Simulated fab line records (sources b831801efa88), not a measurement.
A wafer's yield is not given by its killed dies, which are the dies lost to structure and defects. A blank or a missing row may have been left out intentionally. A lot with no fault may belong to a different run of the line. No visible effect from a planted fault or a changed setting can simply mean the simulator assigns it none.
fab line records -- flow sky130
record: lots: 12, wafers: 36, last_day: 50
route steps=708 shown VIA1@459 METAL2@502 METAL5@664 PAD_OPEN@708
lots that met no fault: from a run of the same line without faults
start_h: hours from the record's opening day to when the first of the lot's shown wafers began -- wait_h: time in hours since the lot's previous step -- " identical to the entry in the row above -- L1.1+2: a single row standing in for several wafers -- - value missing, or start not given -- * or withheld: withheld -- < > ~ a bound
route shown NAME@n: NAME is a module with steps in the file, n the number in the route of the first one -- usual: average and standard deviation across the fault-free wafers -- same: alike in all rows -- chamber/n: place in a boat -- sites: per-site readings -- _std_site: standard deviation of those values -- _edge_site: the outer-site mean with the inner-site mean subtracted -- radius_mm: for every site, how far away it sits from the centre of the wafer -- mask NAME#n: copy n -- behind: tool/chamber where the wafer was last shaped -- hold: what put the lot on hold/how long, in hours/how the hold closed -- device: which transistor (n, p or np) failed to switch -- end of line: the route-end tests of the same wafers -- a step with no rows: only its recipe -- killed: the dies lost at the first sort to structure and to defects; this is not the yield of the wafer -- map: a wafer's dies, marking killed ones x, the rest . and places with no die _
set.NAME: the setting as run; set.NAME@STEP: as run at that earlier step -- model.NAME: the simulator's own value behind a step, which no gauge read
route steps across a sampled set of lots; one table per step, one row per wafer
services: from which hour (start_h, from the record's first day; less than 0 if before it) a tool's chamber was out of use, for how many hours, and why
== steps ==
step: SKY_VIA1_THK_MEAS_01
recipe: reads: SiO2_of_VIA1_HDPCVD_00
usual: VIA1_HDPCVD_THK: 1024/12
lot.wafer,tool,chamber,start_h,wait_h,VIA1_HDPCVD_THK[nm]
L812.1,film_metro-04,-,757.58,0.1,1033
L812.2,film_metro-04,-,757.58,0.1,1023
L812.5,film_metro-04,-,757.58,0.1,1019
L814.1,film_metro-02,-,784.67,0.1,1035
L814.5,film_metro-02,-,784.67,0.1,1042
L814.6,film_metro-02,-,784.67,0.1,1027
L815.1,film_metro-04,-,791.88,0.1,1046
L815.3,film_metro-04,-,791.88,0.1,1035
L815.5,film_metro-04,-,791.88,0.1,1030
L816.1,film_metro-04,-,800.55,0.1,1025
L816.5,film_metro-04,-,800.55,0.1,1048
L816.6,film_metro-04,-,800.55,0.1,1028
L820.3,film_metro-04,-,837.83,0.1,1014
L820.5,film_metro-04,-,837.83,0.1,998
L820.6,film_metro-04,-,837.83,0.1,1007
L821.2,film_metro-04,-,841.17,0.1,1026
L821.3,film_metro-04,-,841.17,0.1,1009
L821.6,film_metro-04,-,841.17,0.1,1026
L823.2,film_metro-04,-,863.75,0.1,1034
L823.3,film_metro-04,-,863.75,0.1,1015
L823.4,film_metro-04,-,863.75,0.1,1027
L825.1,film_metro-03,-,865.52,0.1,1018
L825.2,film_metro-03,-,865.52,0.1,1019
L825.3,film_metro-03,-,865.52,0.1,1007
L826.1,film_metro-04,-,878.27,0.1,1031
L826.3,film_metro-04,-,878.27,0.1,1036
L826.6,film_metro-04,-,878.27,0.1,1016
L830.1,film_metro-03,-,929.16,0.1,1017
L830.4,film_metro-03,-,929.16,0.1,1009
L830.6,film_metro-03,-,929.16,0.1,1009
L834.1,film_metro-04,-,931.38,0.1,1026
L834.3,film_metro-04,-,931.38,0.1,1039
L834.6,film_metro-04,-,931.38,0.1,1029
L833.1,film_metro-03,-,934.54,0.1,1026
L833.2,film_metro-03,-,934.54,0.1,1021
L833.3,film_metro-03,-,934.54,0.1,1012
step: SKY_VIA1_CMP_02
recipe: material: SiO2, down_force_psi: 4, platen_rpm: 59.53, pad_velocity_m_s: 0.94248
usual: motor_current_A: 12.6/0.93
lot.wafer,tool,chamber,start_h,wait_h,motor_current_A
L812.2,cmp-02,1,757.64,0.0,12.3
L812.1,cmp-02,3,757.64,0.0,13.2
L812.5,cmp-02,2,757.64,0.0,14.5
L814.1,cmp-01,0,784.73,0.1,12.4
L814.6,cmp-01,0,784.73,0.1,13.0
L814.5,cmp-01,1,784.73,0.1,11.3
L815.1,cmp-02,2,791.94,0.1,14.3
L815.3,cmp-02,1,791.94,0.1,12.2
L815.5,cmp-02,3,791.94,0.1,12.7
L816.1,cmp-01,2,800.66,0.1,12.0
L816.5,cmp-01,1,800.66,0.1,12.3
L816.6,cmp-01,2,800.66,0.1,11.8
L820.3,cmp-01,2,837.92,0.1,11.3
L820.6,cmp-01,1,837.92,0.1,11.8
L820.5,cmp-01,2,837.92,0.1,11.4
L821.2,cmp-01,0,841.27,0.1,12.6
L821.3,cmp-01,2,841.27,0.1,11.7
L821.6,cmp-01,3,841.27,0.1,11.5
L823.2,cmp-02,0,863.80,0.0,12.2
L823.3,cmp-02,2,863.80,0.0,13.9
L823.4,cmp-02,3,863.80,0.0,12.8
L825.1,cmp-01,1,865.58,0.1,11.7
L825.3,cmp-01,2,865.58,0.1,11.6
L825.2,cmp-01,0,865.58,0.1,12.2
L826.1,cmp-01,3,878.43,0.1,12.0
L826.3,cmp-01,0,878.43,0.1,12.3
L826.6,cmp-01,2,878.43,0.1,11.5
L830.4,cmp-01,2,929.32,0.1,11.4
L830.1,cmp-01,3,929.32,0.1,11.0
L830.6,cmp-01,0,929.32,0.1,12.7
L834.1,cmp-02,0,931.44,0.1,12.2
L834.3,cmp-02,2,931.44,0.1,14.6
L834.6,cmp-02,1,931.44,0.1,12.8
L833.1,cmp-02,2,934.60,0.1,14.7
L833.2,cmp-02,3,934.60,0.1,13.1
L833.3,cmp-02,0,934.60,0.1,12.3
step: SKY_METAL2_METAL_ETCH_19
recipe: target_depth_a: 3600, stop_on: SiO2, over_etch_frac: 0.3, time_s: 78, chemistry: Cl2/BCl3, resist_sidewall_deg: 88, pressure_mtorr: 10, icp_w: 900, bias_w: 48.5, Cl2_flow_sccm: 60, bcl3_flow_sccm: 30
usual: drypump_motor_current_A: 5.7/0.53, oes_product_au: 0.853/0.0058, throttle_valve_pct: 22.265/0.0091
lot.wafer,tool,chamber,start_h,wait_h,drypump_motor_current_A,oes_product_au,rf_hours_counter_h,throttle_valve_pct
L812.1,rie_metal-04,0,813.43,0.0,6.6,0.852,15,22.257
L812.2,rie_metal-04,1,813.43,0.0,5.9,0.856,6,22.264
L812.5,rie_metal-04,1,813.43,0.0,5.9,0.853,-,22.278
L814.1,rie_metal-02,0,840.78,0.0,5.7,0.857,13,22.261
L814.5,rie_metal-02,0,840.78,0.0,5.8,0.855,-,22.252
L814.6,rie_metal-02,1,840.78,0.0,5.9,0.859,-,22.251
L815.1,rie_metal-02,1,847.94,0.0,5.9,0.854,7,22.261
L815.3,rie_metal-02,1,847.94,0.0,5.9,0.855,-,22.271
L815.5,rie_metal-02,0,847.94,0.0,5.8,0.851,-,22.276
L816.1,rie_metal-03,1,855.73,0.0,5.4,0.847,7,22.274
L816.5,rie_metal-03,1,855.73,0.0,5.4,0.851,-,22.262
L816.6,rie_metal-03,0,855.73,0.0,4.9,0.849,-,22.284
L820.3,rie_metal-04,1,891.41,0.1,5.8,0.853,-,22.263
L820.5,rie_metal-04,1,891.41,0.1,5.9,0.846,-,22.252
L820.6,rie_metal-04,0,891.41,0.1,6.7,0.841,-,22.258
L821.2,rie_metal-03,0,896.04,0.0,4.9,0.856,10,22.272
L821.3,rie_metal-03,1,896.04,0.0,5.4,0.853,-,22.266
L821.6,rie_metal-03,1,896.04,0.0,5.4,0.852,-,22.281
L823.2,rie_metal-03,1,918.63,0.0,5.4,0.858,9,22.258
L823.3,rie_metal-03,1,918.63,0.0,5.4,0.853,-,22.277
L823.4,rie_metal-03,0,918.63,0.0,4.9,0.852,-,22.263
L825.1,rie_metal-02,0,919.03,0.0,5.8,0.857,17,22.272
L825.2,rie_metal-02,1,919.03,0.0,5.9,0.848,10,22.286
L825.3,rie_metal-02,0,919.03,0.0,5.7,0.843,-,22.248
L826.1,rie_metal-02,0,930.93,0.0,5.7,0.853,18,22.254
L826.3,rie_metal-02,1,930.93,0.0,5.9,0.845,-,22.256
L826.6,rie_metal-02,1,930.93,0.0,5.9,0.841,-,22.275
L830.1,rie_metal-03,1,979.50,0.0,5.4,0.856,13,22.258
L830.4,rie_metal-03,1,979.50,0.0,5.4,0.858,-,22.256
L830.6,rie_metal-03,0,979.50,0.0,4.9,0.859,-,22.259
L834.1,rie_metal-03,1,981.93,0.0,5.4,0.842,13,22.262
L834.3,rie_metal-03,1,981.93,0.0,5.4,0.849,-,22.269
L834.6,rie_metal-03,0,981.93,0.0,4.9,0.854,-,22.284
L833.1,rie_metal-03,1,985.08,0.0,5.4,0.843,13,22.273
L833.2,rie_metal-03,0,985.08,0.0,4.9,0.851,15,22.278
L833.3,rie_metal-03,0,985.08,0.0,4.9,0.842,-,22.267
step: SKY_METAL5_SPUTTER_03
recipe: material: Ti, target_thk_nm: 5, power_w: 3000, time_s: 3.3, chamber_pressure_pa: 0.4
usual: throttle_valve_pct: 30.0/1.4
lot.wafer,tool,chamber,start_h,wait_h,throttle_valve_pct
L812.1,pvd_sputter-02,-,1001.12,0.0,31.6
L812.2,pvd_sputter-02,-,1001.12,0.0,28.6
L812.5,pvd_sputter-02,-,1001.12,0.0,31.3
L814.1,pvd_sputter-04,-,1023.03,0.0,31.7
L814.5,pvd_sputter-04,-,1023.03,0.0,28.3
L814.6,pvd_sputter-04,-,1023.03,0.0,29.9
L815.1,pvd_sputter-03,-,1029.33,0.0,29.4
L815.3,pvd_sputter-03,-,1029.33,0.0,29.6
L815.5,pvd_sputter-03,-,1029.33,0.0,29.3
L816.1,pvd_sputter-02,-,1035.16,0.0,28.4
L816.5,pvd_sputter-02,-,1035.16,0.0,31.2
L816.6,pvd_sputter-02,-,1035.16,0.0,31.9
L820.3,pvd_sputter-02,-,1061.53,0.0,31.6
L820.5,pvd_sputter-02,-,1061.53,0.0,28.5
L820.6,pvd_sputter-02,-,1061.53,0.0,31.8
L821.2,pvd_sputter-03,-,1068.37,0.0,27.5
L821.3,pvd_sputter-03,-,1068.37,0.0,29.0
L821.6,pvd_sputter-03,-,1068.37,0.0,29.6
L823.2,pvd_sputter-03,-,1085.96,0.0,27.3
L823.3,pvd_sputter-03,-,1085.96,0.0,29.5
L823.4,pvd_sputter-03,-,1085.96,0.0,29.1
L825.1,pvd_sputter-02,-,1087.14,0.0,31.2
L825.2,pvd_sputter-02,-,1087.14,0.0,28.5
L825.3,pvd_sputter-02,-,1087.14,0.0,31.2
L826.1,pvd_sputter-03,-,1099.64,0.0,29.5
L826.3,pvd_sputter-03,-,1099.64,0.0,27.5
L826.6,pvd_sputter-03,-,1099.64,0.0,27.2
L830.1,pvd_sputter-02,-,1140.96,0.0,31.8
L830.4,pvd_sputter-02,-,1140.96,0.0,32.1
L830.6,pvd_sputter-02,-,1140.96,0.0,28.3
L834.1,pvd_sputter-02,-,1146.05,0.0,31.7
L834.3,pvd_sputter-02,-,1146.05,0.0,32.1
L834.6,pvd_sputter-02,-,1146.05,0.0,31.2
L833.1,pvd_sputter-04,-,1149.05,0.0,31.5
L833.2,pvd_sputter-04,-,1149.05,0.0,30.1
L833.3,pvd_sputter-04,-,1149.05,0.0,28.5
step: SKY_PAD_OPEN_PROBE_99
usual: defect_limited_yield: 82.8/1.7, killed_at_M0_to_M3: 43/6.2, killed_at_M4_up: 2.8/1.7, killed_at_contacts: 24/4.8, killed_at_front_end: 15/4.3, killed_at_other: 0.3/0.55, killed_dies: 85/8.4, killed_open: 46/6.7, killed_short: 38/6.2, sort_bin_3_pad_short: 0.9/0.46, sort_bin_5_function: 10.2/1.3, sort_bin_6_memory: 6.1/0.9, sort_n_pass: 407/8.4, sort_yield_pct: 82.8/1.7
same: gross_dies: 492, killed_at_back_side: 0, sort_bin_4_leakage[%]: 0, sort_bin_8_speed[%]: 0
lot.wafer,tool,chamber,start_h,wait_h,defect_limited_yield[%],killed_at_M0_to_M3,killed_at_M4_up,killed_at_contacts,killed_at_front_end,killed_at_other,killed_dies,killed_open,killed_short,sort_bin_3_pad_short[%],sort_bin_5_function[%],sort_bin_6_memory[%],sort_n_pass,sort_yield_pct[%]
L814.1,prober-02,-,1089.25,0.1,82.1,40,3,32,13,0,88,45,43,1.2,10.6,6.1,404,82.1
L814.5,prober-02,-,1089.45,0.2,83.3,39,3,26,14,0,82,34,48,1.0,8.3,7.3,410,83.3
L814.6,prober-02,-,1089.50,0.2,86.4,36,5,15,11,0,67,34,33,0.4,6.7,6.5,425,86.4
L821.2,prober-01,-,1131.65,0.1,83.3,41,4,25,11,1,82,36,46,2.0,8.1,6.5,410,83.3
L821.3,prober-01,-,1131.70,0.2,82.3,48,1,21,17,0,87,50,36,1.0,10.4,6.3,405,82.3
L821.6,prober-01,-,1131.85,0.2,85.0,31,2,22,19,0,74,41,33,0.6,9.6,4.9,418,85.0
L823.2,prober-02,-,1146.11,0.1,76.0,41,40,21,14,2,118,41,40,3.3,14.0,6.7,374,76.0
L823.3,prober-02,-,1146.16,0.2,74.6,43,44,24,13,1,125,48,34,2.4,15.4,7.5,367,74.6
L823.4,prober-02,-,1146.21,0.2,75.0,38,37,30,16,2,123,53,32,1.6,16.7,6.7,369,75.0
L825.1,prober-01,-,1147.19,0.1,82.7,37,3,28,16,1,85,48,37,1.2,10.4,5.7,407,82.7
L825.2,prober-01,-,1147.24,0.1,83.1,46,4,24,8,1,83,45,38,1.0,10.8,5.1,409,83.1
L825.3,prober-01,-,1147.29,0.2,83.5,41,2,23,15,0,81,44,37,1.0,8.3,7.1,411,83.5
L826.1,prober-02,-,1156.45,0.1,75.0,47,41,21,14,0,123,37,46,2.8,15.4,6.7,369,75.0
L826.3,prober-02,-,1156.55,0.2,75.6,53,34,14,17,2,120,47,38,3.0,14.4,6.9,372,75.6
L826.6,prober-02,-,1156.70,0.2,78.7,39,31,17,17,1,105,34,42,3.7,11.0,6.7,387,78.7
killed by level:class
L814.1 LI_CONTACT:geometric_particle:open=12 CONTACT:geometric_particle:open=10 VIA1:geometric_particle:open=7 VIA1:geometric_particle:short=6 VIA2:geometric_particle:open=6 VIA3:geometric_particle:open=6 FIELD_ISO:geometric_particle:short=5 CONTACT:geometric_particle:short=5
L814.5 METAL2:geometric_particle:short=9 LI_CONTACT:geometric_particle:short=7 LI_CONTACT:geometric_particle:open=7 FIELD_ISO:geometric_particle:short=6 CONTACT:geometric_particle:short=5 METAL1:geometric_particle:short=5 VIA1:geometric_particle:open=5 CONTACT:geometric_particle:open=4
L814.6 VIA1:geometric_particle:open=9 METAL2:geometric_particle:short=6 VIA2:geometric_particle:open=6 LOCAL_INTERCONNECT:geometric_particle:short=5 LI_CONTACT:geometric_particle:open=4 METAL4:geometric_particle:short=4 METAL1:geometric_particle:short=4 VIA3:geometric_particle:open=4
L821.2 CONTACT:geometric_particle:open=10 VIA1:geometric_particle:open=9 METAL1:geometric_particle:short=7 CONTACT:geometric_particle:short=6 VIA1:geometric_particle:short=6 FIELD_ISO:geometric_particle:open=4 VIA2:geometric_particle:open=4 METAL4:geometric_particle:short=4
L821.3 VIA1:geometric_particle:open=12 CONTACT:geometric_particle:open=9 VIA2:geometric_particle:open=8 METAL1:geometric_particle:short=7 LI_CONTACT:geometric_particle:open=7 VIA3:geometric_particle:open=7 VIA1:geometric_particle:short=5 FIELD_ISO:geometric_particle:open=4
L821.6 CONTACT:geometric_particle:open=8 VIA1:geometric_particle:short=6 VIA2:geometric_particle:open=6 CONTACT:geometric_particle:short=5 POLY_GATE:geometric_particle:open=5 FIELD_ISO:geometric_particle:open=4 FIELD_ISO:geometric_particle:short=4 POLY_GATE:geometric_particle:short=4
L823.2 METAL5:unspecified=36 VIA1:geometric_particle:open=13 LOCAL_INTERCONNECT:geometric_particle:short=6 POLY_GATE:geometric_particle:open=5 LI_CONTACT:geometric_particle:short=4 LI_CONTACT:geometric_particle:open=4 METAL1:geometric_particle:short=4 VIA2:geometric_particle:open=4
L823.3 METAL5:unspecified=42 VIA1:geometric_particle:open=8 CONTACT:geometric_particle:open=7 VIA2:geometric_particle:open=7 VIA3:geometric_particle:open=7 POLY_GATE:geometric_particle:short=6 LI_CONTACT:geometric_particle:open=5 LOCAL_INTERCONNECT:geometric_particle:open=4
L823.4 METAL5:unspecified=36 CONTACT:geometric_particle:open=12 VIA1:geometric_particle:open=10 LI_CONTACT:geometric_particle:open=9 FIELD_ISO:geometric_particle:open=7 METAL2:geometric_particle:short=6 VIA2:geometric_particle:open=5 METAL1:geometric_particle:short=5
L825.1 CONTACT:geometric_particle:open=11 VIA1:geometric_particle:open=8 LI_CONTACT:geometric_particle:open=7 VIA2:geometric_particle:open=6 METAL1:geometric_particle:short=6 FIELD_ISO:geometric_particle:short=4 LI_CONTACT:geometric_particle:short=4 VIA1:geometric_particle:short=4
L825.2 VIA1:geometric_particle:open=10 LI_CONTACT:geometric_particle:open=8 VIA2:geometric_particle:short=7 VIA1:geometric_particle:short=6 VIA3:geometric_particle:open=6 CONTACT:geometric_particle:open=5 METAL1:geometric_particle:short=4 LI_CONTACT:geometric_particle:short=4
L825.3 VIA1:geometric_particle:open=10 CONTACT:geometric_particle:open=7 LI_CONTACT:geometric_particle:open=6 FIELD_ISO:geometric_particle:short=5 VIA2:geometric_particle:open=5 VIA3:geometric_particle:open=5 METAL1:geometric_particle:short=4 CONTACT:geometric_particle:short=4
L826.1 METAL5:unspecified=39 VIA3:geometric_particle:open=8 VIA1:geometric_particle:open=6 LI_CONTACT:geometric_particle:open=6 METAL1:geometric_particle:short=6 POLY_GATE:geometric_particle:open=5 VIA1:geometric_particle:short=5 CONTACT:geometric_particle:short=5
L826.3 METAL5:unspecified=32 VIA1:geometric_particle:open=10 VIA3:geometric_particle:open=9 METAL2:geometric_particle:short=9 VIA1:geometric_particle:short=8 FIELD_ISO:geometric_particle:short=6 POLY_GATE:geometric_particle:open=5 LI_CONTACT:geometric_particle:open=5
L826.6 METAL5:unspecified=28 CONTACT:geometric_particle:open=9 VIA1:geometric_particle:open=8 FIELD_ISO:geometric_particle:short=6 VIA3:geometric_particle:open=6 VIA1:geometric_particle:short=5 FIELD_ISO:geometric_particle:open=4 VIA3:geometric_particle:short=4
== services ==
tool,chamber,start_h,hours,kind
rie_metal-03,0,737.20,2.4,repair
cmp-01,-,744.00,4.0,pm
cmp-02,-,746.48,0.5,repair
cmp-01,-,756.23,6.3,pm
pvd_sputter-02,-,756.60,17.2,repair
cmp-01,-,786.59,7.0,pm
cmp-01,-,799.33,0.7,repair
cmp-01,-,804.46,1.1,repair
rie_metal-03,-,826.90,15.6,pm
cmp-02,-,832.09,5.0,repair
cmp-01,-,835.17,0.3,repair
pvd_sputter-02,-,866.25,1.1,repair
cmp-01,-,934.40,6.5,repair
cmp-01,-,935.63,0.3,repair
pvd_sputter-02,-,983.12,1.3,repair
cmp-01,-,987.42,1.4,repair
cmp-01,-,991.57,3.6,repair
cmp-01,-,1040.99,1.1,repair
cmp-01,-,1046.89,0.7,repair
cmp-01,-,1084.00,4.0,pm
cmp-01,-,1099.58,1.3,repair
rie_metal-03,-,1110.34,2.8,pm
cmp-01,-,1125.23,7.4,pm
cmp-01,-,1137.78,17.1,pm
== key ==
first_sign: step: SKY_PAD_OPEN_PROBE_99, reading: killed_at_M4_up, direction: up, sigmas: 21, usual: 2.8, struck: 37.8
effect: step: SKY_PAD_OPEN_PROBE_99, reading: sort_bin_3_pad_short, direction: up, sigmas: 4.1, usual: 0.9, struck: 2.8, wafers_moved: 5
met_at SKY_METAL5_SPUTTER_03
struck_lots L823,L826
not_acting_at SKY_VIA1_THK_MEAS_01,SKY_VIA1_CMP_02,SKY_METAL2_METAL_ETCH_19
onset_between 1068.37 1085.96
fault: kind: chamber_particle_source, tool: pvd_sputter-03, chamber: -, onset_h: 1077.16, steps: SKY_METAL5_SPUTTER_03, rate_per_visit_cm2: 0.97816, end_h: 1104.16
